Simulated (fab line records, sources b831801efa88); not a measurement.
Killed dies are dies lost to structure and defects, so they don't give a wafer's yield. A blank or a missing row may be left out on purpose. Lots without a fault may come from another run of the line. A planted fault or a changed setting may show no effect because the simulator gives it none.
One fault seen from 2 desks | flow gf180mcu | each desk has only its own numbers; what lay behind them comes last

THE TOOL OWNER'S DESK: hdpcvd-01
The tool's own readings at GF_V2_CVD_00 (deposits SiO2, target thk 600 nm, time 100 s): means of the sampled wafers that have a number, for each lot that ran on this tool. A lot is out of limits, marked OUT, if its mean lies more than 4 standard deviations from the usual mean; the brackets give that distance.
Columns: A = sih4_flow_sccm at GF_V2_CVD_00, usual 60.02 sccm
lot  | first seen here | A
L129 | day 19 20:35    | 59.93
L131 | day 21 06:02    | 59.98
L133 | day 22 06:32    | 60.19
L137 | day 23 14:54    | 60.09
L143 | day 25 14:46    | 60.03
L146 | day 26 07:14    | 72.11 (+71) OUT
L148 | day 26 17:20    | 72.08 (+71) OUT
This desk's finding: out of limits on L146, L148; first on L146, day 26 07:14 (sih4_flow_sccm at GF_V2_CVD_00). In limits: L129, L131, L133, L137, L143.

THE METROLOGY DESK
What the gauges read, lot by lot, whatever tool the lot ran on: means of the sampled wafers that have a number. A lot is out of limits, marked OUT, if its mean lies more than 4 standard deviations from the usual mean; the brackets give that distance.
Columns: A = V2_CVD_00_THK at GF_V2_THK_MEAS_01, usual 600 nm; B = V2_OVL at GF_V2_OVL_MEAS_15, usual -2 nm
lot  | first seen here | A             | B
L128 | day 19 15:15    | 592           | -3
L129 | day 19 20:39    | 600           | -2
L131 | day 21 06:08    | 604           | -3
L132 | day 21 16:00    | 593           | -5
L133 | day 22 06:37    | 602           | 2
L134 | day 22 15:12    | 597           | -11
L137 | day 23 14:58    | 596           | 1
L143 | day 25 14:51    | 596           | -3
L146 | day 26 07:19    | 722 (+21) OUT | 1
L147 | day 26 15:22    | 604           | -2
L148 | day 26 17:25    | 721 (+21) OUT | -8
L149 | day 26 21:40    | 600           | 3
This desk's finding: out of limits on L146, L148; first on L146, day 26 07:19 (V2_CVD_00_THK at GF_V2_THK_MEAS_01). In limits: L128, L129, L131, L132, L133, L134, L137, L143, L147, L149.

PUT TOGETHER
The tool owner's desk could have raised an alarm at day 26 07:14, on L146, L148.
The metrology desk could have raised an alarm at day 26 07:19, on L146, L148.
Of the lots named, all ran GF_V2_CVD_00 on hdpcvd-01.

WHAT THE SIMULATOR HAD PUT IN
Process parameter drift: hdpcvd-01, from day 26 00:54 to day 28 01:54, at GF_V2_CVD_00. Setting sih4_flow_sccm, moved by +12, from 60. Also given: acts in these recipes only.
Lots struck among those shown: L146, L148.
Hours from the fault's start to each desk's first reading out of limits: the tool owner's desk, 6; the metrology desk, 6.
